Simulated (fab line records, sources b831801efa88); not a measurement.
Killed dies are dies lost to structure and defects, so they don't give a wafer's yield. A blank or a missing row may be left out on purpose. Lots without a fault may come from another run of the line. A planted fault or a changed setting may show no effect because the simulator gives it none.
fab line records | flow sky130
record lots=10 wafers=30 last_day=50
route steps=708 shown METAL2@502 VIA2@528 METAL3@532
lots that met no fault: from a run of the same line without faults
start_h: hours from the record's first day to the start of the lot's first wafer shown | wait_h: hours since the lot's step before | " the same as in the row above | L1.1+2: a row that stands for several wafers | - no value, or no start given | * or withheld: withheld | < > ~ a bound
route shown NAME@n: a module of which the file shows steps, and the number in the route of the first | usual: mean/standard deviation of fault-free wafers | same: alike in all rows | chamber/n: place in a boat | sites: the reading at each site | _std_site: their standard deviation | _edge_site: outer sites' mean less inner sites' | radius_mm: how far each site lies from the wafer's centre | mask NAME#n: copy n | behind: the tool/chamber that last shaped the wafer | hold: why the lot was held/for how many hours/how that ended | device: the transistor (n, p or np) that didn't switch | end of line: the same wafers' tests at the end of the route | a step without rows: its recipe alone | killed: dies lost to structure and defects at the first sort, not the wafer's yield | map: a wafer's dies, x killed, . not, _ none there
set.NAME: the setting as run; set.NAME@STEP: as run at that earlier step | model.NAME: the simulator's own value behind a step, which no gauge read
steps of the route over a sample of lots; a table a step, a row a wafer
services: from which hour (start_h, from the record's first day; less than 0 if before it) a tool's chamber was out of use, for how many hours, and why
## steps
# step SKY_METAL2_METAL_ETCH_19
# recipe target_depth_a=3600 stop_on=SiO2 over_etch_frac=0.3 time_s=78 chemistry=Cl2/BCl3 resist_sidewall_deg=88 pressure_mtorr=10 icp_w=900 bias_w=48.5 Cl2_flow_sccm=60 bcl3_flow_sccm=30
# usual bcl3_flow_sccm=30.00/0.089 drypump_motor_current_A=6.0/0.5 oes_product_au=0.855/0.0064 throttle_valve_pct=22.264/0.01
# columns lot.wafer tool chamber start_h wait_h bcl3_flow_sccm drypump_motor_current_A oes_product_au rf_hours_counter_h throttle_valve_pct
L461.2 rie_metal-02 1 856.09 0.0 30.12 6.6 0.851 17 22.265
L461.5 " 0 " " 29.94 6.6 0.867 - 22.273
L461.6 " 1 " " 30.15 6.6 0.845 - 22.257
L462.1 rie_metal-01 0 859.62 0.0 29.87 5.7 0.855 3 22.264
L462.3 " 1 " " 29.83 5.0 0.845 - 22.264
L462.4 " 0 " " 29.99 5.7 0.864 - 22.254
L463.3 rie_metal-02 0 867.95 0.1 30.04 6.6 0.859 - 22.263
L463.4 " 1 " " 29.85 6.6 0.859 - 22.250
L463.6 " 1 " " 29.94 6.6 0.846 - 22.258
L465.1 rie_metal-03 0 887.45 0.0 30.30 6.3 0.848 12 22.245
L465.2 " 1 " " 30.02 5.8 0.854 4 22.285
L465.4 " 0 " " 30.01 6.3 0.862 - 22.267
L468.2 rie_metal-03 0 904.94 0.0 29.93 6.3 0.848 13 22.262
L468.4 " 0 " " 30.08 6.3 0.866 - 22.272
L468.5 " 0 " " 29.99 6.3 0.858 - 22.265
L476.3 rie_metal-01 0 993.89 0.1 30.03 5.7 0.846 - 22.258
L476.4 " 1 " " 29.94 5.0 0.851 - 22.251
L476.6 " 1 " " 29.92 5.0 0.850 - 22.260
L479.1 rie_metal-02 1 994.19 0.0 29.89 6.5 0.852 4 22.238
L479.2 " 0 " " 30.05 6.6 0.857 9 22.257
L479.4 " 0 " " 30.03 6.6 0.857 - 22.277
L477.1 rie_metal-03 1 995.96 0.0 29.88 5.8 0.861 9 22.258
L477.3 " 1 " " 30.00 5.8 0.865 - 22.269
L477.6 " 1 " " 29.93 5.8 0.858 - 22.262
L475.2 rie_metal-03 1 997.34 0.0 30.02 5.8 0.847 10 22.259
L475.5 " 0 " " 29.94 6.3 0.857 - 22.275
L475.6 " 1 " " 29.99 5.8 0.859 - 22.260
L478.2 rie_metal-03 1 1001.60 0.0 29.91 5.8 0.855 10 22.265
L478.3 " 0 " " 30.08 6.3 0.852 - 22.254
L478.4 " 1 " " 29.95 5.8 0.861 - 22.248
# step SKY_VIA2_CVD_21
# recipe material=W target_thk_nm=420 time_s=126.4 temp_c=400 pressure_torr=40
# usual heater_power_w=850/100
# columns lot.wafer tool chamber start_h wait_h heater_power_w
L461.2 cvd_w-01 1 883.75 0.0 906
L461.5 " 0 " " 724
L461.6 " 1 " " 882
L462.1 cvd_w-01 1 886.94 0.0 904
L462.3 " 1 " " 911
L462.4 " 0 " " 744
L463.3 cvd_w-01 1 895.18 0.1 911
L463.4 " 0 " " 729
L463.6 " 0 " " 727
L465.1 cvd_w-02 1 914.19 0.0 821
L465.2 " 0 " " 1002
L465.4 " 1 " " 825
L468.2 cvd_w-01 1 931.45 0.0 843
L468.4 " 1 " " 832
L468.5 " 1 " " 841
L476.3 cvd_w-01 0 1018.93 0.1 728
L476.4 " 1 " " 844
L476.6 " 0 " " 736
L479.1 cvd_w-01 0 1019.91 0.0 728
L479.2 " 1 " " 835
L479.4 " 0 " " 710
L477.1 cvd_w-02 0 1020.84 0.0 1031
L477.3 " 1 " " 841
L477.6 " 0 " " 1002
L475.2 cvd_w-02 0 1022.78 0.0 1024
L475.5 " 0 " " 1025
L475.6 " 1 " " 848
L478.2 cvd_w-02 1 1026.66 0.0 860
L478.3 " 1 " " 864
L478.4 " 0 " " 1014
# step SKY_VIA2_RS_MEAS_22
# recipe thk_meas_gauge=four-point-probe reads=W_of_VIA2_CVD_21+TiN_of_VIA2_SPUTTER_20
# usual VIA2_W_RS=0.2751/0.0027
# columns lot.wafer tool chamber start_h wait_h VIA2_W_RS[ohm/sq]
L461.2 film_metro-01 - 883.90 0.1 0.2756
L461.5 " - " " 0.2721
L461.6 " - " " 0.2778
L462.1 film_metro-03 - 887.07 0.1 0.2744
L462.3 " - " " 0.2775
L462.4 " - " " 0.2741
L463.3 film_metro-03 - 895.31 0.1 0.2743
L463.4 " - " " 0.2712
L463.6 " - " " 0.2725
L465.1 film_metro-04 - 914.32 0.1 0.2728
L465.2 " - " " 0.2752
L465.4 " - " " 0.2770
L468.2 film_metro-01 - 931.60 0.1 0.2758
L468.4 " - " " 0.1632
L468.5 " - " " 0.2793
L476.3 film_metro-04 - 1019.05 0.1 0.2821
L476.4 " - " " 0.2755
L476.6 " - " " 0.2790
L479.1 film_metro-04 - 1020.04 0.1 0.2724
L479.2 " - " " 0.2715
L479.4 " - " " 0.2762
L477.1 film_metro-01 - 1020.97 0.1 0.2762
L477.3 " - " " 0.2780
L477.6 " - " " 0.2754
L475.2 film_metro-03 - 1022.93 0.1 0.2752
L475.5 " - " " 0.2761
L475.6 " - " " 0.2768
L478.2 film_metro-03 - 1026.81 0.1 0.2713
L478.3 " - " " 0.2698
L478.4 " - " " 0.2700
# step SKY_VIA2_THK_MEAS_23
# recipe thk_meas_gauge=xrf reads=W_of_VIA2_CVD_21
# usual VIA2_W_THK=414/7.9
# columns lot.wafer tool chamber start_h wait_h VIA2_W_THK[nm]
L461.2 film_metro-01 - 884.01 0.1 426
L461.5 " - " " 431
L461.6 " - " " 425
L462.1 film_metro-03 - 887.19 0.1 412
L462.3 " - " " 407
L462.4 " - " " 412
L463.3 film_metro-03 - 895.41 0.1 413
L463.4 " - " " 417
L463.6 " - " " 416
L465.1 film_metro-04 - 914.44 0.1 417
L465.2 " - " " 406
L465.4 " - " " 404
L468.2 film_metro-01 - 931.71 0.1 416
L468.4 " - " " -
L468.5 " - " " 412
L476.3 film_metro-04 - 1019.15 0.1 397
L476.4 " - " " 405
L476.6 " - " " 401
L479.1 film_metro-04 - 1020.16 0.1 413
L479.2 " - " " 411
L479.4 " - " " 402
L477.1 film_metro-01 - 1021.09 0.1 418
L477.3 " - " " 411
L477.6 " - " " 418
L475.2 film_metro-03 - 1023.04 0.1 407
L475.5 " - " " 405
L475.6 " - " " 407
L478.2 film_metro-03 - 1026.92 0.1 411
L478.3 " - " " 418
L478.4 " - " " 417
# step SKY_VIA2_CMP_24
# recipe stop_on=SiO2 t_overpolish_s=20 down_force_psi=3.5 platen_rpm=60 target_thk_nm=0 pad_velocity_m_s=0.94248
# usual motor_current_A=11.2/0.77 time_to_endpoint_s=99/4.7
# columns lot.wafer tool chamber start_h wait_h motor_current_A time_to_endpoint_s
L461.2 cmp-02 2 884.21 0.2 10.2 93
L461.6 " 3 " " 10.6 87
L461.5 " 0 " " 11.5 99
L462.4 cmp-02 1 887.25 0.0 12.4 95
L462.3 " 2 " " 10.4 93
L462.1 " 0 " " 11.3 98
L463.3 cmp-02 3 895.50 0.1 10.1 94
L463.4 " 0 " " 11.6 100
L463.6 " 2 " " 10.7 96
L465.2 cmp-01 1 916.16 1.7 11.4 109
L465.4 " 2 " " 10.7 104
L465.1 " 3 " " 11.1 110
L468.4 cmp-01 1 931.81 0.1 11.4 165
L468.2 " 2 " " 11.4 97
L468.5 " 0 " " 11.8 96
L476.3 cmp-02 0 1019.19 0.0 11.7 94
L476.4 " 1 " " 12.6 101
L476.6 " 0 " " 10.9 96
L479.1 cmp-02 2 1020.32 0.2 10.2 96
L479.2 " 3 " " 10.3 93
L479.4 " 0 " " 11.4 101
L477.3 cmp-01 3 1021.20 0.1 11.0 99
L477.1 " 0 " " 11.4 101
L477.6 " 3 " " 11.4 100
L475.2 cmp-02 1 1023.19 0.1 12.5 104
L475.6 " 3 " " 10.5 96
L475.5 " 0 " " 11.5 102
L478.4 cmp-01 1 1026.97 0.0 11.7 106
L478.2 " 2 " " 11.3 105
L478.3 " 3 " " 11.1 109
# step SKY_METAL3_SPUTTER_00
# recipe material=Ti target_thk_nm=15 power_w=3000 time_s=10 chamber_pressure_pa=0.4
# usual throttle_valve_pct=30.3/0.83
# columns lot.wafer tool chamber start_h wait_h throttle_valve_pct
L461.2 pvd_sputter-02 - 884.36 0.1 31.4
L461.5 " - " " 31.6
L461.6 " - " " 29.4
L462.1 pvd_sputter-01 - 887.55 0.1 30.5
L462.3 " - " " 31.0
L462.4 " - " " 29.1
L463.3 pvd_sputter-02 - 895.75 0.2 28.9
L463.4 " - " " 29.5
L463.6 " - " " 29.1
L465.1 pvd_sputter-02 - 916.46 0.1 29.0
L465.2 " - " " 31.3
L465.4 " - " " 29.5
L468.2 pvd_sputter-01 - 932.06 0.1 28.9
L468.4 " - " " 30.1
L468.5 " - " " 31.1
L476.3 pvd_sputter-01 - 1019.49 0.2 30.3
L476.4 " - " " 29.3
L476.6 " - " " 31.1
L479.1 pvd_sputter-01 - 1020.62 0.2 31.1
L479.2 " - " " 30.3
L479.4 " - " " 30.8
L477.1 pvd_sputter-03 - 1021.45 0.1 29.6
L477.3 " - " " 30.0
L477.6 " - " " 30.3
L475.2 pvd_sputter-01 - 1023.39 0.1 30.6
L475.5 " - " " 29.4
L475.6 " - " " 30.5
L478.2 pvd_sputter-02 - 1027.27 0.2 29.7
L478.3 " - " " 30.7
L478.4 " - " " 29.1
# step SKY_METAL3_SPUTTER_03
# recipe material=Ti target_thk_nm=5 power_w=3000 time_s=3.3 chamber_pressure_pa=0.4
# usual throttle_valve_pct=30.3/0.84
# columns lot.wafer tool chamber start_h wait_h throttle_valve_pct
L461.2 pvd_sputter-02 - 884.45 0.0 31.5
L461.5 " - " " 31.4
L461.6 " - " " 29.5
L462.1 pvd_sputter-01 - 887.63 0.0 30.6
L462.3 " - " " 31.1
L462.4 " - " " 29.1
L463.3 pvd_sputter-02 - 895.83 0.0 28.9
L463.4 " - " " 29.5
L463.6 " - " " 28.9
L465.1 pvd_sputter-02 - 916.55 0.0 29.0
L465.2 " - " " 31.4
L465.4 " - " " 29.3
L468.2 pvd_sputter-01 - 932.14 0.0 29.2
L468.4 " - " " 30.5
L468.5 " - " " 30.9
L476.3 pvd_sputter-01 - 1019.58 0.0 30.3
L476.4 " - " " 29.2
L476.6 " - " " 31.2
L479.1 pvd_sputter-01 - 1020.71 0.0 31.2
L479.2 " - " " 30.7
L479.4 " - " " 31.1
L477.1 pvd_sputter-03 - 1021.54 0.0 29.5
L477.3 " - " " 29.8
L477.6 " - " " 30.2
L475.2 pvd_sputter-01 - 1023.47 0.0 30.5
L475.5 " - " " 29.1
L475.6 " - " " 30.6
L478.2 pvd_sputter-02 - 1027.36 0.0 29.7
L478.3 " - " " 30.8
L478.4 " - " " 29.0
## services
# columns tool chamber start_h hours kind
cmp-02 - 832.31 1.0 repair
cvd_w-02 1 840.23 8.4 repair
pvd_sputter-01 - 873.09 9.9 repair
cmp-01 - 877.82 12.5 repair
rie_metal-03 0 888.68 1.4 repair
cmp-01 - 890.29 3.9 pm
cvd_w-01 - 904.00 14.0 pm
pvd_sputter-03 - 904.31 11.2 repair
cmp-01 - 912.16 4.0 pm
cmp-02 - 913.78 4.6 repair
rie_metal-02 0 934.78 5.6 repair
cvd_w-02 - 935.30 2.8 pm
pvd_sputter-02 0 945.18 - consumable_replace:kit
pvd_sputter-02 0 945.18 18.0 scheduled_down
pvd_sputter-02 0 945.18 18.0 vent_cycle
rie_metal-02 1 946.32 1.4 repair
pvd_sputter-01 - 953.83 4.6 repair
cmp-01 - 978.68 4.7 repair
cvd_w-01 - 990.80 6.0 pm
pvd_sputter-01 1 993.20 - consumable_replace:kit
pvd_sputter-01 1 993.20 18.0 scheduled_down
pvd_sputter-01 1 993.20 18.0 vent_cycle
cvd_w-01 - 997.77 1.2 repair
rie_metal-03 - 1023.00 19.2 repair
## key
first_sign step=SKY_VIA2_RS_MEAS_22 reading=VIA2_W_RS direction=down sigmas=41 usual=0.2751 struck=0.1632
effect step=SKY_VIA2_THK_MEAS_23 reading=VIA2_W_THK direction=missing
effect step=SKY_VIA2_CMP_24 reading=time_to_endpoint_s direction=up sigmas=14 usual=* struck=*
met_at SKY_VIA2_CVD_21
struck_lots L468
struck_wafers L468.4
not_acting_at SKY_METAL2_METAL_ETCH_19,SKY_METAL3_SPUTTER_00,SKY_METAL3_SPUTTER_03
onset_between 895.18 931.45
fault kind=process_parameter_drift tool=cvd_w-01 chamber=- onset_h=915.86 steps=SKY_VIA2_CVD_21 channel=target_thk_nm offset=291.71 shape=step end_h=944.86 scope=struck_wafers_only acts_in=these_recipes_only stated=420
